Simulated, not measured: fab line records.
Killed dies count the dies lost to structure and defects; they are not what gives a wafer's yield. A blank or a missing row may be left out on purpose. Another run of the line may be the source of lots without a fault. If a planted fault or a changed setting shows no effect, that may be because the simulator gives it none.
A struck lot beside a sound one + flow sky130 + 35 out of 708 route steps
Sound: wafers L731.2, L731.3, L731.4. Wafers L716.2, L716.4, L716.5 were the ones struck. The cause comes at the end.
Order at every step that has rows: each side's tool, ch and its chambers, its first start. Under that, the readings that differ: sound wafers + struck wafers + difference of the means + sigmas: that difference in standard deviations of wafers without a fault.
alike: words and numbers the same on both sides, and readings whose means are apart by under 2 such deviations; not compared: readings that were withheld, readings missing a value for some wafer, numbers with overlapping values and no deviation given by the record, and bounds like >300 which may hide the same value.
A row with sigmas, a row that says differs or no value, or rows on one side alone: a step with any of these is where the two part. Numbers that don't overlap but have no deviation are shown without sigmas and don't part them. A reading that every wafer of one side lacks parts them only if that side has two wafers or more.

first, 10 steps without rows for these wafers: SKY_GATE_OXIDE_COAT_05 (resist thk 1140 nm); SKY_GATE_OXIDE_SOFTBAKE_06 (time 60 s); SKY_GATE_OXIDE_EXPOSE_07 (exposes mask LVOM, target cd 600 nm); SKY_GATE_OXIDE_PEB_08; SKY_GATE_OXIDE_DEVELOP_09 (develop time 60 s); SKY_GATE_OXIDE_IMPLANT_11; SKY_GATE_OXIDE_WET_ETCH_12 (etches SiO2 in dHF, target depth 16.8 nm, time 336 s); SKY_GATE_OXIDE_STRIP_13 (strips in O2/N2); SKY_GATE_OXIDE_CLEAN_15 (cleans in SC1/SC2, time 150 s); SKY_GATE_OXIDE_OXIDATION_16 (stabilise 600 s, purge 300 s, target thk 3.57 nm).
SKY_POLY_GATE_CVD_00: deposits poly-Si, target thk 180 nm, time 720 s.
  sound on lpcvd-01 ch 1, day 22 06:14; struck on lpcvd-01 ch 0, day 16 20:37
| reading                                       | sound             | struck            | difference | sigmas |
|-----------------------------------------------|-------------------|-------------------|------------|--------|
| spike_tc_centre_C (C)                         | 624.0 621.0 619.2 | 597.3 595.4 598.0 | -24.5      | -22    |
| spike_tc_lower_C (C)                          | 621.6 619.1 618.2 | 625.3 624.0 624.9 | +5.1       | +4     |
| spike_tc_upper_C (C)                          | 618.2 619.9 619.5 | 625.0 623.6 622.2 | +4.4       | +3     |
| zone_power_lower_pct (%)                      | 9.2 9.4 9.5       | 10.6 10.5 10.6    | +1.2       | +3     |
| model.poly-Si_of_POLY_GATE_CVD_00.thk_nm (nm) | 178.2 178.3 180.3 | 141.6 142.6 143.6 | -36.3      |        |
  alike: zone_power_centre_pct, zone_power_upper_pct
SKY_POLY_GATE_THK_MEAS_01:
  sound on film_metro-01, day 22 07:26; struck on film_metro-02, day 16 22:03
| reading                   | sound             | struck            | difference | sigmas |
|---------------------------|-------------------|-------------------|------------|--------|
| POLY_GATE_CVD_00_THK (nm) | 178.3 178.3 180.3 | 141.7 142.6 143.6 | -36.3      | -24    |
  not compared: hold
then, 8 steps without rows for these wafers: SKY_RES_PROTECT_HMDS_01 (prime time 60 s); SKY_RES_PROTECT_COAT_02 (resist thk 1140 nm); SKY_RES_PROTECT_SOFTBAKE_03 (time 60 s); SKY_RES_PROTECT_EXPOSE_04 (exposes mask RPM, target cd 1270 nm); SKY_RES_PROTECT_PEB_05; SKY_RES_PROTECT_DEVELOP_06 (develop time 60 s); SKY_POLY_GATE_IMPLANT_02; SKY_RES_PROTECT_STRIP_07 (strips in O2/N2).
SKY_RES_PROTECT_CLEAN_09: cleans in SC1/SC2, time 150 s.
  sound on wet_bench-02 ch 0, day 23 14:04; struck on wet_bench-02 ch 2, day 18 03:41
| reading                                       | sound             | struck        | difference | sigmas |
|-----------------------------------------------|-------------------|---------------|------------|--------|
| model.poly-Si_of_POLY_GATE_CVD_00.thk_nm (nm) | 177.6 177.6 179.7 | 141 141.9 143 | -36        |        |
  alike: temp_c
then, 11 steps without rows for these wafers: SKY_POLY_GATE_CVD_03 (deposits Si3N4 from DCS/NH3, target thk 75 nm, time 1290 s); SKY_POLY_GATE_DEHYDRATE_05 (time 60 s); SKY_POLY_GATE_HMDS_06 (prime time 60 s); SKY_POLY_GATE_COAT_07 (resist thk 110 nm); SKY_POLY_GATE_COAT_08 (resist thk 450 nm); SKY_POLY_GATE_SOFTBAKE_09 (time 90 s); SKY_POLY_GATE_EXPOSE_10 (exposes mask P1M, target cd 150 nm); SKY_POLY_GATE_PEB_11; SKY_POLY_GATE_DEVELOP_12 (develop time 60 s); SKY_POLY_GATE_ETCH_15 (etches BARC in N2/H2, stops on SiO2, time 118.5 s, target depth 110 nm); SKY_POLY_GATE_ETCH_16 (etches Si3N4 in CH3F/O2, stops on poly-Si, time 147.5 s, target depth 75 nm).
SKY_POLY_GATE_ETCH_17: etches poly-Si in HBr/Cl2, stops on SiO2, target depth 180 nm, time 70.5 s.
  sound on rie_si-01 ch 0,1,3, day 24 22:58; struck on rie_si-02 ch 0,1,2, day 19 13:35
| reading                               | sound             | struck            | difference | sigmas |
|---------------------------------------|-------------------|-------------------|------------|--------|
| oes_product_au (a.u.)                 | 0.976 0.967 0.996 | 0.842 0.847 0.847 | -0.134     | -18    |
| model.POLY_GATE.feature_depth_nm (nm) | 177.6 172.4 179.7 | 141 141.9 143     | -35        |        |
| model.etch.depth_nm (nm)              | 177.6 172.4 179.7 | 141 141.9 143     | -35        |        |
  alike: chamber_pressure_mTorr, drypump_motor_current_A, he_backside_leak_sccm, throttle_valve_pct
  not compared: rf_hours_counter_h
then, 1 step without rows for these wafers: SKY_POLY_GATE_STRIP_18 (strips in O2/N2).
-- here the record skips 29 days between the struck wafers' starts before and after, leaving off in module POLY_GATE and picking up in module PAD_OPEN (first step shown: number 708 of the route) --
SKY_PAD_OPEN_PROBE_99:
  sound on prober-01, day 50 23:34; struck on prober-01, day 48 07:04
| reading                             | sound             | struck            | difference | sigmas |
|-------------------------------------|-------------------|-------------------|------------|--------|
| killed_at_contacts                  | 22 18 17          | 29 20 40          | +11        | +2     |
| model.etest.res_high_po.line_ohm_um | 734.6 762.5 750.1 | 934.4 925.9 925.4 | +179.5     |        |
| model.etest.res_poly.line_ohm_um    | 508.6 539.2 511.7 | 642.1 671.8 624.7 | +126.4     |        |
| model.etest.res_high_po.rs_ohm_sq   | 264.7 265.9 266.7 | 327.4 320.5 326.4 | +59.0      |        |
| model.etest.res_poly.rs_ohm_sq      | 48.98 49.17 49.04 | 61.8 60.81 61.24  | +12.2      |        |
| model.etest.cap_li_to_poly.c_af_um2 | 97.09 97.53 96.98 | 87.41 89.66 89.74 | -8.26      |        |
  alike: killed_at_M0_to_M3, killed_at_M4_up, killed_at_front_end, killed_at_other, killed_dies, killed_open, killed_short

== WHERE THEY PART ==
Last at SKY_PAD_OPEN_PROBE_99 as far as this record goes, first at SKY_POLY_GATE_CVD_00.

WHY: the cause the simulator had injected
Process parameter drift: lpcvd-01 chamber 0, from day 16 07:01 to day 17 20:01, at SKY_POLY_GATE_CVD_00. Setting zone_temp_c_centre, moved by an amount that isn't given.
